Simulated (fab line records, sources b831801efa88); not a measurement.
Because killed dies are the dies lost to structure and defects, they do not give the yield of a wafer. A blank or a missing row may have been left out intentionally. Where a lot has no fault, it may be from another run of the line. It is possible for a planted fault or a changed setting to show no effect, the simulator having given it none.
fab line records    flow sfqLine
record: lots: 6  wafers: 18  lastDay: 87
route steps=325 shown M0@42 I0@43 M1@58
lots that met no fault: from a run of the same line without faults
startH: hours from the record's first day to the start of the lot's first wafer shown    waitH: how many hours have passed since the lot's step before this one    " same as the row above    L1.1+2: a row that stands for several wafers    - no value, or no start given    * or withheld: withheld    < > ~ a bound
route shown NAME@n: a module of which the file shows steps, and the number in the route of the first    usual: mean and standard deviation over wafers with no fault    same: alike in all rows    chamber/n: place in a boat    sites: each site's reading    _std_site: standard deviation across them    _edge_site: the outer-site mean with the inner-site mean subtracted    radiusMm: how far each site lies from the wafer's centre    mask NAME#n: copy n    behind: the tool/chamber that last shaped the wafer    hold: what put the lot on hold/how long, in hours/how the hold closed    device: names the non-switching transistor (n, p or np)    end of line: the tests these same wafers got at the end of their route    a step given without rows: its recipe and nothing more    killed: dies lost to structure and defects at the first sort, not the wafer's yield    map: shows each die of a wafer: x if killed, . if not, _ if none is there
set.NAME: the setting as run; set.NAME@STEP: as run at that earlier step    model.NAME: the simulator's own value behind a step, which no gauge read
certain route steps with their lots: each step a table, each wafer a row
services: when a tool's chamber went out of use (startH, in hours from the record's first day, below 0 if earlier), for how many hours, and the reason
== steps ==
step: SFQ_TRILAYER_M0_STRIP_SOLV_CLEAN_026
recipe: chemistry: NMP  tempC: 70  timeS: 600
step: SFQ_TRILAYER_I0_DEP_PECVD_027
recipe: material: SiO2  tempC: 150  timeS: 111.11  pressureTorr: 2.4  rfW: 183.3  precursor: SiH4/N2O  targetThkNm: 500
usual: chamberPressureTorr: 2.400/0.0057  heaterPowerOuterW: 33/8.9  heaterPowerW: 90/13  throttleValvePct: 25.4/1.3
lot.wafer  tool      chamber  startH  waitH  chamberPressureTorr  heaterPowerOuterW  heaterPowerW  throttleValvePct
L263.2     pecvd-02  2        345.97  0.0    2.407                33                 85            25.1
L263.4     "         1        "       "      2.388                23                 83            25.0
L263.5     "         2        "       "      2.402                36                 87            25.2
L264.2     pecvd-02  2        353.00  0.0    2.401                37                 91            25.3
L264.3     "         0        "       "      2.397                27                 80            26.6
L264.5     "         2        "       "      2.406                41                 95            25.4
L266.2     pecvd-02  0        370.62  0.0    2.409                37                 97            26.6
L266.3     "         1        "       "      2.410                18                 77            24.7
L266.4     "         1        "       "      2.399                21                 82            24.9
L270.1     pecvd-02  0        403.27  0.0    2.396                38                 95            27.0
L270.4     "         1        "       "      2.400                26                 87            25.0
L270.5     "         0        "       "      2.398                25                 80            26.9
L271.2     pecvd-02  1        408.08  0.0    2.402                26                 87            25.0
L271.3     "         2        "       "      2.394                33                 83            25.6
L271.6     "         1        "       "      2.403                27                 90            25.1
L274.2     pecvd-03  2        442.09  0.0    2.402                60                 115           28.8
L274.4     "         2        "       "      2.400                45                 99            28.6
L274.5     "         0        "       "      2.398                28                 80            25.7
step: SFQ_TRILAYER_I0_CMP_CMP_028
recipe: material: SiO2  downForcePsi: 3  platenRpm: 60  padVelocityMS: 0.94248
usual: edgeZonePressureFrac: 1.000/0.005  motorCurrentA: 10.0/1.4  timeToEndpointS: 218/8
lot.wafer  tool    chamber  startH  waitH  edgeZonePressureFrac  motorCurrentA  timeToEndpointS
L263.4     cmp-01  0        347.65  1.6    0.996                 8.3            213
L263.2     "       1        "       "      1.007                 10.6           213
L263.5     "       3        349.15  3.1    1.001                 13.0           219
L264.2     cmp-02  0        353.67  0.6    0.994                 10.1           207
L264.3     "       3        355.17  2.1    1.007                 9.1            217
L264.5     "       1        356.17  3.1    0.998                 12.3           224
L266.3     cmp-01  0        370.69  0.0    0.996                 8.2            213
L266.2     "       1        "       "      1.003                 10.0           223
L266.4     "       3        372.19  1.5    0.999                 13.3           222
L270.1     cmp-02  2        404.34  1.0    0.998                 8.8            223
L270.4     "       3        "       "      1.001                 9.2            226
L270.5     "       0        "       "      1.005                 10.0           223
L271.3     cmp-01  3        409.76  1.6    0.997                 12.3           213
L271.2     "       0        "       "      0.999                 8.3            208
L271.6     "       1        "       "      0.993                 10.0           212
L274.4     cmp-02  3        442.17  0.0    1.000                 8.5            222
L274.2     "       0        "       "      0.984                 9.8            222
L274.5     "       3        444.17  2.0    1.007                 9.3            219
step: SFQ_I0_BOW_MEAS_907
recipe: mode: bow
usual: I0_BOW: 0/6.9
lot.wafer  tool          chamber  startH  waitH  I0_BOW[um]
L263.2     filmMetro-01  -        349.67  1.0    2
L263.4     "             -        "       "      2
L263.5     "             -        "       "      -4
L264.2     filmMetro-03  -        356.69  2.5    5
L264.3     "             -        "       "      -1
L264.5     "             -        "       "      3
L266.2     filmMetro-03  -        373.71  2.0    10
L266.3     "             -        "       "      4
L266.4     "             -        "       "      4
L270.1     filmMetro-04  -        406.34  1.5    1
L270.4     "             -        "       "      1
L270.5     "             -        "       "      8
L271.2     filmMetro-03  -        411.78  1.0    9
L271.3     "             -        "       "      -2
L271.6     "             -        "       "      -2
L274.2     filmMetro-04  -        445.19  2.0    5
L274.4     "             -        "       "      7
L274.5     "             -        "       "      6
step: SFQ_TRILAYER_I0_METRO_MEASURE_029
usual: thkNm: 200.8/0.99
lot.wafer  tool          chamber  startH  waitH  thkNm
L263.2     filmMetro-01  -        349.97  0.3    199.3
L263.4     "             -        "       "      199.5
L263.5     "             -        "       "      200.8
L264.2     filmMetro-03  -        356.99  0.3    199.0
L264.3     "             -        "       "      199.7
L264.5     "             -        "       "      199.7
L266.2     filmMetro-03  -        374.01  0.3    201.5
L266.3     "             -        "       "      201.5
L266.4     "             -        "       "      202.1
L270.1     filmMetro-04  -        406.46  0.1    202.6
L270.4     "             -        "       "      201.7
L270.5     "             -        "       "      201.2
L271.2     filmMetro-03  -        412.08  0.3    199.4
L271.3     "             -        "       "      200.6
L271.6     "             -        "       "      200.2
L274.2     filmMetro-04  -        445.49  0.3    200.8
L274.4     "             -        "       "      201.5
L274.5     "             -        "       "      200.6
step: SFQ_TRILAYER_I0_VIA_LITHO_COAT_036
recipe: resist: BARC  spinRpm: 3000  resistThkNm: 62
step: SFQ_TRILAYER_I0_VIA_LITHO_COAT_031
recipe: resist: KrF  spinRpm: 3000  resistThkNm: 650
step: SFQ_TRILAYER_I0_VIA_LITHO_SOFTBAKE_035
recipe: tempC: withheld  timeS: withheld  resist: KrF
step: SFQ_TRILAYER_I0_VIA_LITHO_EXPOSE_032
recipe: maskId: I0  na: 0.6  sourceShape: conventional  sigmaOuter: 0.65  targetCdNm: 500  doseMj: 21.3
step: SFQ_TRILAYER_I0_VIA_LITHO_PEB_034
recipe: pebTempC: 115  pebTimeS: 60  resist: KrF
step: SFQ_TRILAYER_I0_VIA_LITHO_DEVELOP_033
recipe: timeS: 60  resist: KrF
step: SFQ_I0_OVL_MEAS_908
usual: I0_OVL: -1/5
lot.wafer  tool        chamber  startH  waitH  I0_OVL[nm]
L263.2     overlay-01  -        353.78  0.1    -2
L263.4     "           -        "       "      0
L263.5     "           -        "       "      -3
L264.2     overlay-01  -        360.25  0.1    3
L264.3     "           -        "       "      1
L264.5     "           -        "       "      4
L266.2     overlay-01  -        377.27  0.1    -9
L266.3     "           -        "       "      -2
L266.4     "           -        "       "      -3
L270.1     overlay-01  -        563.39  0.1    0
L270.4     "           -        "       "      -10
L270.5     "           -        "       "      -3
L271.2     overlay-01  -        571.80  0.1    -6
L271.3     "           -        "       "      -2
L271.6     "           -        "       "      -8
L274.2     overlay-01  -        606.57  0.1    8
L274.4     "           -        "       "      8
L274.5     "           -        "       "      4
step: SFQ_TRILAYER_I0_VIA_BARC_OPEN_VIA_ETCH_046
recipe: maskMaterial: PR  chemistry: O2  targetDepthNm: 125  target: BARC  sourceW: 500  biasW: 80  pressureMtorr: 30  timeS: 41.7
usual: biasW: 80.01/0.22  chamberPressureMTorr: 30.00/0.037  drypumpMotorCurrentA: 5.6/0.32  oesProductAu: 0.684/0.0052
lot.wafer  tool        chamber  startH  waitH  biasW  chamberPressureMTorr  drypumpMotorCurrentA  oesProductAu  rfHoursCounterH  model.KrF_of_TRILAYER_I0_VIA_LITHO_COAT_031.thkNm
L263.2     rieDiel-01  0        353.81  0.0    -      -                     -                     -             -                625.8
L263.4     "           2        "       "      -      -                     -                     -             -                625
L263.5     "           3        "       "      -      -                     -                     -             -                626
L264.2     rieDiel-04  0        360.28  0.0    -      -                     -                     -             -                624.8
L264.3     "           1        "       "      -      -                     -                     -             -                624.6
L264.5     "           3        "       "      -      -                     -                     -             -                624.2
L266.2     rieDiel-04  2        377.30  0.0    79.81  30.03                 5.6                   0.690         91               571.5
L266.3     "           0        "       "      80.26  29.99                 5.3                   0.683         1                574.4
L266.4     "           1        "       "      80.34  30.01                 6.0                   0.682         3                573.1
L270.1     rieDiel-04  1        563.43  0.0    79.80  29.96                 6.0                   0.679         4                572.6
L270.4     "           0        "       "      80.19  29.92                 5.3                   0.683         3                572
L270.5     "           0        "       "      79.54  30.01                 5.3                   0.695         -                571.2
L271.2     rieDiel-04  3        571.83  0.0    79.88  30.00                 5.4                   0.684         5                573.9
L271.3     "           1        "       "      79.89  30.01                 6.0                   0.679         5                573.5
L271.6     "           0        "       "      80.12  30.01                 5.3                   0.687         -                573.8
L274.2     rieDiel-01  1        606.60  0.0    79.86  30.02                 5.9                   0.687         11               574.7
L274.4     "           3        "       "      79.91  30.02                 5.2                   0.687         6                572.4
L274.5     "           2        "       "      80.66  30.00                 6.0                   0.687         -                573
step: SFQ_TRILAYER_I0_VIA_ETCH_VIA_ETCH_034
recipe: target: SiO2  stopOn: Nb  maskMaterial: PR  taperDeg: 20  chemistry: CHF3  targetDepthNm: 260  sourceW: 500  biasW: 80  pressureMtorr: 30  timeS: withheld
usual: biasW: 79.99/0.23  chamberPressureMTorr: 29.995/0.029  drypumpMotorCurrentA: 5.6/0.32  oesProductAu: 0.857/0.0053
lot.wafer  tool        chamber  startH  waitH  biasW  chamberPressureMTorr  drypumpMotorCurrentA  oesProductAu  model.KrF_of_TRILAYER_I0_VIA_LITHO_COAT_031.thkNm
L263.2     rieDiel-01  0        353.85  0.0    80.05  30.009                5.8                   0.373         580.3
L263.4     "           2        "       "      80.26  30.011                6.0                   0.379         581.4
L263.5     "           3        "       "      79.74  30.006                5.2                   0.373         581
L264.2     rieDiel-04  0        360.32  0.0    80.25  30.013                5.3                   0.381         580.5
L264.3     "           1        "       "      80.27  29.994                6.0                   0.377         580.3
L264.5     "           3        "       "      79.20  29.981                5.4                   0.383         579.4
L266.2     rieDiel-04  2        377.34  0.0    79.89  29.963                5.6                   0.855         525.7
L266.3     "           0        "       "      80.09  30.015                5.3                   0.855         529.8
L266.4     "           1        "       "      80.08  30.029                6.0                   0.864         527.9
L270.1     rieDiel-04  1        563.47  0.0    80.06  30.071                6.0                   0.866         527.4
L270.4     "           0        "       "      80.03  30.011                5.4                   0.852         526.9
L270.5     "           0        "       "      79.84  29.995                5.3                   0.866         526.2
L271.2     rieDiel-04  3        571.87  0.0    80.04  29.994                5.4                   0.844         529.1
L271.3     "           1        "       "      80.12  29.977                6.0                   0.855         528.8
L271.6     "           0        "       "      79.63  30.046                5.3                   0.862         528.6
L274.2     rieDiel-01  1        606.64  0.0    80.11  29.996                5.8                   0.853         531.6
L274.4     "           3        "       "      80.33  29.971                5.2                   0.868         527.2
L274.5     "           2        "       "      80.05  30.018                6.0                   0.864         528.9
step: SFQ_TRILAYER_I0_VIA_STRIP_STRIP_035
recipe: gas: O2  powerW: 200  platenTempC: 40  overashFraction: 0.65  chemistry: O2  pressureMtorr: 50
usual: drypumpMotorCurrentA: 5.8/0.34  oesProductAu: 0.997/0.012
lot.wafer  tool         chamber  startH  waitH  drypumpMotorCurrentA  oesProductAu  rfHoursCounterH
L263.2     rieMetal-02  0        353.96  -      5.6                   1.005         54
L263.4     "            1        "       "      5.7                   0.976         -
L263.5     "            1        "       "      5.7                   0.981         -
L264.2     rieMetal-04  1        360.43  -      5.8                   1.000         55
L264.3     "            1        "       "      5.8                   1.001         -
L264.5     "            1        "       "      5.8                   1.000         -
L266.2     rieMetal-04  1        377.45  -      5.8                   1.003         57
L266.3     "            1        "       "      5.8                   0.993         -
L266.4     "            0        "       "      5.0                   1.002         -
L270.1     rieMetal-04  1        563.58  -      5.8                   0.984         86
L270.4     "            1        "       "      5.8                   0.993         -
L270.5     "            1        "       "      5.9                   0.981         -
L271.2     rieMetal-01  0        571.98  -      6.1                   1.020         26
L271.3     "            0        "       "      6.1                   1.015         -
L271.6     "            0        "       "      6.1                   1.020         -
L274.2     rieMetal-04  1        606.75  -      5.8                   0.993         93
L274.4     "            1        "       "      5.8                   0.998         -
L274.5     "            0        "       "      5.0                   1.027         -
step: SFQ_TRILAYER_I0_VIA_STRIP_SOLV_CLEAN_036
recipe: chemistry: NMP  tempC: 70  timeS: 600
step: SFQ_TRILAYER_M1_DEP_PRE_CLEAN_038
recipe: gas: Ar  timeS: 22.5  biasV: 250
step: SFQ_TRILAYER_M1_DEP_SPUTTER_037
recipe: material: Nb  basePressurePa: 1.33e-06  chamberPressurePa: 0.1333  substrateTempC: 20  resputterCathodeVoltageV: 400  targetThkNm: 200  powerW: 2000  timeS: 133.3
usual: throttleValvePct: 30.1/1.3
lot.wafer  tool           chamber  startH  waitH  throttleValvePct
L263.2     pvdSputter-03  -        354.76  0.0    28.9
L263.4     "              -        "       "      28.9
L263.5     "              -        "       "      28.6
L264.2     pvdSputter-03  -        361.24  0.0    29.4
L264.3     "              -        "       "      28.7
L264.5     "              -        "       "      29.9
L266.2     pvdSputter-03  -        378.27  0.0    29.2
L266.3     "              -        "       "      28.4
L266.4     "              -        "       "      30.2
L270.1     pvdSputter-05  -        565.16  0.0    31.2
L270.4     "              -        "       "      29.4
L270.5     "              -        "       "      31.0
L271.2     pvdSputter-03  -        572.79  0.0    28.8
L271.3     "              -        "       "      28.4
L271.6     "              -        "       "      28.8
L274.2     pvdSputter-05  -        607.55  0.0    31.8
L274.4     "              -        "       "      30.6
L274.5     "              -        "       "      29.4
step: SFQ_M1_RS_MEAS_909
recipe: thkMeasGauge: four-point-probe  reads: Nb_of_TRILAYER_M1_DEP_SPUTTER_037
usual: M1_NB_RS: 0.883/0.013
lot.wafer  tool          chamber  startH  waitH  M1_NB_RS[ohm/sq]
L263.2     filmMetro-01  -        354.87  0.1    0.888
L263.4     "             -        "       "      0.879
L263.5     "             -        "       "      0.875
L264.2     filmMetro-02  -        361.35  0.1    0.877
L264.3     "             -        "       "      0.875
L264.5     "             -        "       "      0.872
L266.2     filmMetro-01  -        378.38  0.1    0.890
L266.3     "             -        "       "      0.891
L266.4     "             -        "       "      0.876
L270.1     filmMetro-01  -        565.25  0.0    0.898
L270.4     "             -        "       "      0.900
L270.5     "             -        "       "      0.893
L271.2     filmMetro-04  -        572.90  0.1    0.876
L271.3     "             -        "       "      0.876
L271.6     "             -        "       "      0.870
L274.2     filmMetro-02  -        607.66  0.1    0.892
L274.4     "             -        "       "      0.893
L274.5     "             -        "       "      0.891
step: SFQ_TRILAYER_M1_LITHO_COAT_044
recipe: resist: BARC  spinRpm: 3000  resistThkNm: 62
step: SFQ_TRILAYER_M1_LITHO_COAT_039
recipe: resist: KrF  spinRpm: 3000  resistThkNm: 600
step: SFQ_TRILAYER_M1_LITHO_SOFTBAKE_043
recipe: tempC: withheld  timeS: withheld  resist: KrF
step: SFQ_TRILAYER_M1_LITHO_EXPOSE_040
recipe: maskId: M1  na: 0.6  sourceShape: conventional  sigmaOuter: 0.65  targetCdNm: 500  doseMj: 14.4
usual: exposureDoseMJCm2: 14.402/0.014  focusOffsetNm: 0.0/0.49  na: 0.6/0
lot.wafer  tool           chamber  startH  waitH  mask  exposureDoseMJCm2  focusOffsetNm  na
L263.2     krfScanner-01  -        509.52  -      M1#0  -                  -              -
L263.4     "              -        "       "      M1#0  -                  -              -
L263.5     "              -        "       "      M1#0  -                  -              -
L264.2     krfScanner-01  -        516.72  -      M1#0  -                  -              -
L264.3     "              -        "       "      M1#0  -                  -              -
L264.5     "              -        "       "      M1#0  -                  -              -
L266.2     krfScanner-02  0        -       -      M1#0  14.412             0.0            0.6
L266.3     "              0        "       "      M1#0  14.409             0.1            0.6
L266.4     "              0        "       "      M1#0  14.419             0.3            0.6
L270.1     krfScanner-02  0        718.43  -      M1#0  14.395             0.1            0.6
L270.4     "              0        "       "      M1#0  14.420             -0.4           0.6
L270.5     "              0        "       "      M1#0  14.380             0.6            0.6
L271.2     krfScanner-02  0        728.23  -      M1#0  14.409             -0.5           0.6
L271.3     "              0        "       "      M1#0  14.399             0.7            0.6
L271.6     "              0        "       "      M1#0  14.387             0.1            0.6
L274.2     krfScanner-01  0        757.75  -      M1#0  14.407             0.2            0.6
L274.4     "              0        "       "      M1#0  14.389             0.8            0.6
L274.5     "              0        "       "      M1#0  14.410             0.8            0.6
step: SFQ_TRILAYER_M1_LITHO_PEB_042
recipe: pebTempC: 115  pebTimeS: 60  resist: KrF
== services ==
tool           chamber  startH  hours  kind
rieDiel-01     3        333.26  5.6    repair
pvdSputter-03  -        337.84  1.9    repair
rieMetal-04    0        341.08  1.2    repair
pvdSputter-03  -        341.36  2.7    repair
rieMetal-04    -        348.26  0.3    repair
rieDiel-01     -        429.92  8.5    repair
pecvd-02       -        445.17  5.5    pm
rieDiel-01     0        471.12  86.8   repair
pvdSputter-03  -        483.61  4.7    repair
rieDiel-04     1        492.02  1.6    repair
rieDiel-04     2        502.10  4.7    repair
rieMetal-04    1        508.93  13.8   repair
rieDiel-04     1        510.18  20.9   repair
pvdSputter-03  -        513.09  23.7   repair
rieDiel-04     -        575.71  0.6    repair
pecvd-02       2        593.37  2.2    repair
pvdSputter-03  -        606.40  2.3    repair
rieDiel-01     2        613.79  11.0   repair
rieMetal-04    0        620.99  2.5    repair
rieDiel-04     -        640.72  1.4    repair
rieDiel-01     1        648.73  5.3    repair
pecvd-02       1        664.92  4.3    repair
pecvd-02       1        703.54  19.9   repair
pecvd-02       -        752.11  0.3    repair
== key ==
firstSign: step: SFQ_TRILAYER_I0_VIA_BARC_OPEN_VIA_ETCH_046  reading: toolRecord  direction: missing
effect: step: SFQ_TRILAYER_I0_VIA_ETCH_VIA_ETCH_034  reading: oesProductAu  direction: down  sigmas: 91  usual: 0.857  struck: 0.378
effect: step: SFQ_TRILAYER_M1_LITHO_EXPOSE_040  reading: toolRecord  direction: missing
modelEffect: step: SFQ_TRILAYER_I0_VIA_BARC_OPEN_VIA_ETCH_046  value: KrF_of_TRILAYER_I0_VIA_LITHO_COAT_031.thkNm  without: 573.9  struck: 625.1
modelEffect: step: SFQ_TRILAYER_I0_VIA_ETCH_VIA_ETCH_034  value: KrF_of_TRILAYER_I0_VIA_LITHO_COAT_031.thkNm  without: 529.3  struck: 580.5
metAt SFQ_TRILAYER_I0_VIA_BARC_OPEN_VIA_ETCH_046
struckWafers L263.2,L263.4,L263.5,L264.2,L264.3,L264.5
fault: kind: skippedStepWhole  tool: rieDiel-01,rieDiel-04  chamber: -  onsetH: 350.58  steps: SFQ_TRILAYER_I0_VIA_BARC_OPEN_VIA_ETCH_046  scope: struckLotsOnly
